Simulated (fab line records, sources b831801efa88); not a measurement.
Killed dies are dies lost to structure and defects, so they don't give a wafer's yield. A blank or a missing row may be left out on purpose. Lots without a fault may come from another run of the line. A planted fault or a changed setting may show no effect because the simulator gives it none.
Which tool did it? | flow sky130 | 12 lots, 36 wafers sampled, at 2 steps of a route of 708

WHAT THE GAUGES READ, wafer by wafer
SKY_POLY_GATE_THK_MEAS_04.
lot  | measured     | on            | POLY_GATE_CVD_03_THK (nm)
L264 | day 15 10:26 | film_metro-03 | 74.2 75.2 75.0
L265 | day 15 12:52 | film_metro-04 | 75.5 74.9 75.7
L268 | day 17 08:40 | film_metro-02 | 74.7 75.0 74.7
L269 | day 17 07:19 | film_metro-03 | 75.1 74.8 75.2
L273 | day 18 23:59 | film_metro-04 | 74.1 74.6 74.3
L274 | day 19 08:46 | film_metro-02 | 75.9 76.0 75.4
L277 | day 20 15:23 | film_metro-04 | 75.1 75.1 74.5
L278 | day 20 14:01 | film_metro-02 | 75.6 75.2 74.9
L282 | day 21 19:55 | film_metro-02 | 75.5 75.9 75.4
L283 | day 22 10:31 | film_metro-02 | 74.4 75.3 74.4
L286 | day 23 08:47 | film_metro-04 | 75.2 74.9 74.8
L287 | day 23 12:42 | film_metro-02 | 74.1 74.2 74.5

WHICH TOOL RAN EACH LOT (tool, then ch and the chambers of the sampled wafers, then the start)
lot  | SKY_NWELL_RTA_28
L264 | rtp_anneal-01 ch 0, day 5 10:29
L265 | rtp_anneal-02 ch 0, day 5 15:03
L268 | rtp_anneal-01 ch 0, day 6 10:50
L269 | rtp_anneal-02 ch 0, day 6 16:49
L273 | rtp_anneal-02 ch 0, day 7 13:38
L274 | rtp_anneal-02 ch 0, day 7 20:50
L277 | rtp_anneal-01 ch 0, day 8 17:32
L278 | rtp_anneal-02 ch 0, day 8 20:20
L282 | rtp_anneal-02 ch 0, day 9 19:19
L283 | rtp_anneal-02 ch 0, day 10 05:45
L286 | rtp_anneal-02 ch 0, day 11 00:58
L287 | rtp_anneal-01 ch 0, day 11 09:08
- SKY_NWELL_RTA_28: time 30 s.

WHAT THE TOOLS THEMSELVES READ (means of the sampled wafers that have a number; where no wafer has one, the mark that the record gives instead)
SKY_NWELL_RTA_28.
lot  | tool          | lamp_power_pct (%) | wafer_temp_C_max
L264 | rtp_anneal-01 | 25.30              | 1055.5
L265 | rtp_anneal-02 | 25.28              | 1055.9
L268 | rtp_anneal-01 | 25.31              | 1055.3
L269 | rtp_anneal-02 | 25.32              | 1055.1
L273 | rtp_anneal-02 | 25.34              | 1054.9
L274 | rtp_anneal-02 | 25.34              | 1055.6
L277 | rtp_anneal-01 | 25.28              | 1053.8
L278 | rtp_anneal-02 | 25.30              | 1054.8
L282 | rtp_anneal-02 | 25.34              | 1053.9
L283 | rtp_anneal-02 | 25.25              | 1055.6
L286 | rtp_anneal-02 | 25.29              | 1054.2
L287 | rtp_anneal-01 | 25.31              | 1055.1

THE ANSWER, worked out from the rows above alone
Rule: what is usual is taken from the lots themselves. Put in order of their means at a reading, lots are off if they are a third of the lots or fewer, leave a main group of 4 or more, and stand apart from it by a gap of 3 or more times the standard deviation of the main group's means; of several such gaps the widest counts. A main group whose means are all the same, to the digits that the tables above print for the reading, isn't used. A lot without any number at a reading at which 4 lots or more have one is off too. The other lots that the step has rows for count as sound. The gauges are gone through in route order, then the tools' own readings, and for those a lot's mean is taken as printed above. The first step at which some lot is off is used, and at that step the reading that is off furthest; a lot without a number counts as furthest.
No lot is off at any reading shown: from this, nothing can be told.

WHAT THE SIMULATOR HAD PUT IN
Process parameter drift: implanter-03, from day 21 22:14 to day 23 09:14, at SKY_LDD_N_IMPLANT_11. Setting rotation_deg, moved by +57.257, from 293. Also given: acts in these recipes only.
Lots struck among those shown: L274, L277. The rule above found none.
